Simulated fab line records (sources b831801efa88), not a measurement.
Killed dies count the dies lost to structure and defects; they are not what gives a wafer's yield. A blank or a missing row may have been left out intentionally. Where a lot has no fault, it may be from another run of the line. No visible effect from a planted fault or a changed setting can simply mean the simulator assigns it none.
fab line records | flow gf180mcu
record lots=14 wafers=42 lastDay=34
route steps=602 shown STI@18 V2@385 MIM@506 M5@537
lots that met no fault: taken from a fault-free run of the same line
startH: start of the lot's first displayed wafer, in hours after the record's first day | waitH: hours since the lot's step before | " repeats the value in the row above | L1.1+2: one row covering several wafers at once | - value missing, or start not given | * or withheld: withheld | < > ~ a bound
route shown NAME@n: a module of which the file shows steps, and the number in the route of the first | usual: mean and standard deviation over wafers with no fault | same: alike in all rows | chamber/n: place in a boat | sites: per-site readings | _std_site: the values' standard deviation | _edge_site: the outer-site mean with the inner-site mean subtracted | radiusMm: for every site, how far away it sits from the centre of the wafer | mask NAME#n: copy n | behind: the tool/chamber that last shaped the wafer | hold: why the lot was held/for how many hours/how that ended | device: which transistor (n, p or np) failed to switch | end of line: tests of these same wafers at the route's end | a step given without rows: its recipe and nothing more | killed: count of dies lost to structure and defects at first sort (not the wafer's yield) | map: dies across one wafer; x = killed, . = not, _ = none there
set.NAME: the setting that was run; set.NAME@STEP: the one run at that earlier step | model.NAME: the simulator's own value behind a step, which no gauge read
route steps across a sampled set of lots; one table per step, one row per wafer
services: a tool's chamber out of use, with start hour (startH, from the record's first day; less than 0 if before it), hours out, and reason
## steps
# step GF_STI_WET_ETCH_17
# recipe chemistry=H3PO4 targetDepthNm=45 tempC=160 target=Si3N4 timeS=514
# usual bathGuardTempC=159.9/0.71 tempC=159.99/0.16
# columns lot.wafer tool chamber startH waitH bathGuardTempC tempC
L225.2 wetBench-02 1 35.60 0.0 160.5 159.93
L225.4 " 1 " " 160.9 159.86
L225.5 " 1 " " 161.1 159.92
L226.1 wetBench-01 1 40.95 0.0 160.2 160.17
L226.3 " 1 " " 160.4 160.25
L226.5 " 1 " " 160.4 159.87
L227.1 wetBench-02 2 45.53 0.0 158.9 160.16
L227.4 " 2 " " 158.6 160.13
L227.5 " 2 " " 158.8 159.89
L229.1 wetBench-02 3 56.52 0.0 161.1 159.93
L229.4 " 3 " " 161.2 160.10
L229.6 " 3 " " 161.4 160.18
L230.1 wetBench-02 1 62.95 0.0 161.2 159.91
L230.2 " 1 " " 160.8 159.92
L230.4 " 1 " " 160.6 160.01
L231.2 wetBench-02 2 67.82 0.0 159.0 160.23
L231.3 " 2 " " 158.7 160.12
L231.4 " 2 " " 159.4 160.01
L234.2 wetBench-01 1 82.26 0.0 160.2 160.07
L234.5 " 1 " " 160.1 160.10
L234.6 " 1 " " 160.7 160.11
L239.1 wetBench-02 0 109.29 0.0 155.7 155.57
L239.5 " 0 " " 155.5 155.87
L239.6 " 0 " " 155.6 155.49
L240.2 wetBench-01 3 113.15 0.0 160.3 159.92
L240.4 " 3 " " 160.2 159.94
L240.5 " 3 " " 160.2 160.03
L242.1 wetBench-02 2 124.30 0.0 154.7 155.68
L242.2 " 2 " " 154.9 155.68
L242.5 " 2 " " 155.0 155.23
L243.3 wetBench-01 3 129.90 0.0 160.3 160.03
L243.4 " 3 " " 160.3 159.84
L243.5 " 3 " " 160.2 160.10
L244.1 wetBench-01 0 135.92 0.0 158.9 160.21
L244.4 " 0 " " 159.2 160.03
L244.5 " 0 " " 158.8 160.11
L245.3 wetBench-04 1 139.08 0.0 159.2 159.98
L245.5 " 1 " " 159.9 160.01
L245.6 " 1 " " 159.4 160.06
L246.2 wetBench-04 3 144.95 0.0 159.9 159.90
L246.5 " 3 " " 159.7 159.85
L246.6 " 3 " " 159.5 159.50
# step GF_V2_THK_MEAS_03
# recipe reads=SiO2_of_V2_CVD_02
# usual V2_CVD_02_THK=853/10
# columns lot.wafer tool chamber startH waitH V2_CVD_02_THK[nm]
L225.2 filmMetro-04 - 461.90 0.0 834
L225.4 " - " " 856
L225.5 " - " " 859
L226.1 filmMetro-01 - 469.25 0.0 848
L226.3 " - " " 847
L226.5 " - " " 857
L227.1 filmMetro-03 - 481.17 0.0 852
L227.4 " - " " 859
L227.5 " - " " 854
L229.1 filmMetro-04 - 496.84 0.0 866
L229.4 " - " " 861
L229.6 " - " " 871
L230.1 filmMetro-03 - 512.31 0.1 852
L230.2 " - " " 859
L230.4 " - " " 870
L231.2 filmMetro-01 - 520.58 0.1 843
L231.3 " - " " 846
L231.4 " - " " 858
L234.2 filmMetro-01 - 545.61 0.0 854
L234.5 " - " " 870
L234.6 " - " " 865
L239.1 filmMetro-03 - 585.51 0.0 849
L239.5 " - " " 857
L239.6 " - " " 865
L240.2 filmMetro-04 - 592.56 0.0 835
L240.4 " - " " 852
L240.5 " - " " 858
L242.1 filmMetro-03 - 607.10 0.0 860
L242.2 " - " " 855
L242.5 " - " " 863
L243.3 filmMetro-03 - 611.09 0.1 845
L243.4 " - " " 853
L243.5 " - " " 854
L244.1 filmMetro-04 - 620.37 0.0 839
L244.4 " - " " 855
L244.5 " - " " 853
L245.3 filmMetro-03 - 625.06 0.1 836
L245.5 " - " " 855
L245.6 " - " " 862
L246.2 filmMetro-01 - 633.55 0.0 854
L246.5 " - " " 865
L246.6 " - " " 857
# step GF_MIM_SPUTTER_03
# recipe material=Ti targetThkNm=10 substrateTempC=300 chamberPressurePa=0.3 powerW=3000 timeS=6.7
# usual throttleValvePct=30.5/1.2
# columns lot.wafer tool chamber startH waitH throttleValvePct
L225.2 pvdSputter-02 - 586.97 0.0 31.8
L225.4 " - " " 28.6
L225.5 " - " " 32.1
L226.1 pvdSputter-02 - 593.17 0.0 32.1
L226.3 " - " " 31.4
L226.5 " - " " 31.0
L227.1 pvdSputter-01 - 603.56 0.0 30.3
L227.4 " - " " 31.3
L227.5 " - " " 30.4
L229.1 pvdSputter-01 - 617.17 0.0 30.6
L229.4 " - " " 30.8
L229.6 " - " " 31.0
L230.1 pvdSputter-03 - 630.89 0.0 31.7
L230.2 " - " " 31.2
L230.4 " - " " 29.0
L231.2 pvdSputter-02 - 638.76 0.0 32.2
L231.3 " - " " 28.7
L231.4 " - " " 30.9
L234.2 pvdSputter-02 - 660.84 0.0 31.2
L234.5 " - " " 32.1
L234.6 " - " " 28.8
L239.1 pvdSputter-03 - 694.11 0.0 30.5
L239.5 " - " " 31.5
L239.6 " - " " 28.9
L240.2 pvdSputter-02 - 701.60 0.0 27.8
L240.4 " - " " 28.8
L240.5 " - " " 32.1
L242.1 pvdSputter-02 - 712.75 0.0 31.1
L242.2 " - " " 28.2
L242.5 " - " " 28.8
L243.3 pvdSputter-01 - 716.67 0.0 30.8
L243.4 " - " " 31.0
L243.5 " - " " 31.1
L244.1 pvdSputter-03 - 725.18 0.0 31.4
L244.4 " - " " 31.2
L244.5 " - " " 28.9
L245.3 pvdSputter-03 - 731.36 0.0 30.3
L245.5 " - " " 31.1
L245.6 " - " " 30.4
L246.2 pvdSputter-03 - 737.13 0.0 31.5
L246.5 " - " " 28.9
L246.6 " - " " 31.3
# step GF_M5_STRIP_11
# recipe chemistry=O2/N2 powerW=1400 pressureMtorr=1500 platenTempC=250 o2FlowSccm=3000 n2FlowSccm=300 overashFraction=0.5
# usual drypumpMotorCurrentA=6.3/0.53 heaterPowerW=304/15 o2FlowSccm=3000/8.4 oesProductAu=0.544/0.0047 stripTimeToEndpointS=7.53/0.039
# columns lot.wafer tool chamber startH waitH drypumpMotorCurrentA heaterPowerW o2FlowSccm oesProductAu rfHoursCounterH stripTimeToEndpointS
L225.2 plasmaAsher-01 0 629.29 0.1 6.7 307 3001 0.534 51 7.54
L225.4 " 0 " " 6.7 304 2988 0.545 - 7.51
L225.5 " 0 " " 6.7 316 2991 0.545 - 7.49
L226.1 plasmaAsher-04 0 635.68 0.1 5.3 324 3006 0.541 22 7.52
L226.3 " 0 " " 5.3 319 3001 0.541 - 7.49
L226.5 " 1 " " 5.8 272 2992 0.555 - 7.53
L227.1 plasmaAsher-01 1 645.08 0.1 6.6 303 2997 0.539 53 7.50
L227.4 " 1 " " 6.6 300 3006 0.544 - 7.49
L227.5 " 0 " " 6.7 306 3005 0.540 - 7.51
L229.1 plasmaAsher-01 0 658.34 0.1 6.7 308 2999 0.530 55 7.55
L229.4 " 1 " " 6.6 305 3008 0.550 - 7.58
L229.6 " 0 " " 6.7 299 2998 0.539 - 7.52
L230.1 plasmaAsher-01 0 671.85 0.2 6.7 309 3006 0.546 57 7.59
L230.2 " 1 " " 6.6 295 3006 0.539 57 7.57
L230.4 " 1 " " 6.6 298 2995 0.550 - 7.55
L231.2 plasmaAsher-04 0 678.18 0.1 5.4 326 3005 0.552 28 7.57
L231.3 " 1 " " 5.8 283 2990 0.547 - 7.57
L231.4 " 0 " " 5.3 326 2985 0.547 - 7.58
L234.2 plasmaAsher-01 1 700.19 0.1 6.6 303 3015 0.548 60 7.56
L234.5 " 0 " " 6.7 303 3006 0.543 - 7.55
L234.6 " 1 " " 6.6 299 3000 0.545 - 7.56
L239.1 plasmaAsher-01 0 731.89 0.1 6.7 312 2999 0.541 65 7.56
L239.5 " 0 " " 6.7 308 3010 0.549 - 7.54
L239.6 " 1 " " 6.6 300 3003 0.543 - 7.50
L240.2 plasmaAsher-01 1 737.49 0.1 6.6 303 2992 0.548 66 7.51
L240.4 " 1 " " 6.6 302 2995 0.542 - 7.49
L240.5 " 0 " " 6.7 312 2994 0.544 - 7.49
L242.1 plasmaAsher-01 1 748.78 0.1 6.5 299 2979 0.542 67 7.52
L242.2 " 0 " " 6.7 307 2991 0.537 67 7.49
L242.5 " 0 " " 6.8 310 3011 0.536 - 7.52
L243.3 plasmaAsher-04 1 752.20 0.1 5.8 279 3006 0.549 - 7.51
L243.4 " 0 " " 5.3 335 2995 0.545 - 7.49
L243.5 " 0 " " 5.4 337 2988 0.542 - 7.47
L244.1 plasmaAsher-01 1 759.83 0.1 6.5 308 2997 0.544 70 7.56
L244.4 " 1 " " 6.5 306 3013 0.550 - 7.58
L244.5 " 1 " " 6.5 299 3003 0.544 - 7.55
L245.3 plasmaAsher-01 0 765.67 0.1 6.7 310 3014 0.542 - 7.49
L245.5 " 1 " " 6.6 300 3001 0.544 - 7.50
L245.6 " 0 " " 6.7 308 3000 0.540 - 7.47
L246.2 plasmaAsher-01 1 771.19 0.1 6.5 294 3004 0.540 71 7.58
L246.5 " 1 " " 6.6 310 3005 0.551 - 7.56
L246.6 " 0 " " 6.7 307 3002 0.535 - 7.55
## services
# columns tool chamber startH hours kind
pvdSputter-03 - 36.58 5.1 repair
wetBench-02 - 65.55 1.9 pm
plasmaAsher-01 - 108.75 9.0 pm
plasmaAsher-04 - 127.57 2.1 repair
plasmaAsher-01 - 129.52 0.8 repair
wetBench-01 - 130.05 1.8 repair
plasmaAsher-04 - 168.42 3.3 repair
pvdSputter-01 - 190.49 1.1 repair
plasmaAsher-01 - 205.24 8.2 repair
pvdSputter-03 - 216.91 0.7 repair
pvdSputter-02 - 287.32 1.0 repair
pvdSputter-02 - 288.87 0.5 repair
pvdSputter-03 - 308.44 1.6 repair
pvdSputter-03 - 323.85 27.3 repair
pvdSputter-03 - 337.30 0.8 repair
pvdSputter-03 - 351.53 5.7 repair
pvdSputter-03 - 395.51 1.7 repair
wetBench-01 - 417.36 4.1 repair
wetBench-01 - 431.78 1.5 repair
pvdSputter-02 - 570.33 1.1 repair
pvdSputter-02 - 587.07 2.3 repair
pvdSputter-03 - 658.35 2.7 repair
plasmaAsher-01 - 677.47 2.8 pm
wetBench-02 - 738.36 3.0 repair
## key
firstSign step=GF_STI_WET_ETCH_17 reading=tempC direction=down sigmas=28 usual=* struck=*
effect step=GF_STI_WET_ETCH_17 reading=bathGuardTempC direction=down sigmas=6.6 usual=* struck=*
metAt GF_STI_WET_ETCH_17
struckLots L239,L242
testerLeftOut L239,L242
notActingAt GF_V2_THK_MEAS_03,GF_MIM_SPUTTER_03,GF_M5_STRIP_11
onsetBetween 67.82 109.29
fault kind=processParameterDrift tool=wetBench-02 chamber=- onsetH=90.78 steps=GF_STI_WET_ETCH_17 channel=tempC offset=* shape=step endH=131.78 actsIn=* stated=*
# testerLeftOut: of these lots the tester's yield and bins aren't shown, on N5 and GAA mostly nor the transistor test; their killed dies are dies lost to structure and defects alone, not to doping, threshold or leakage, so they don't give the yield
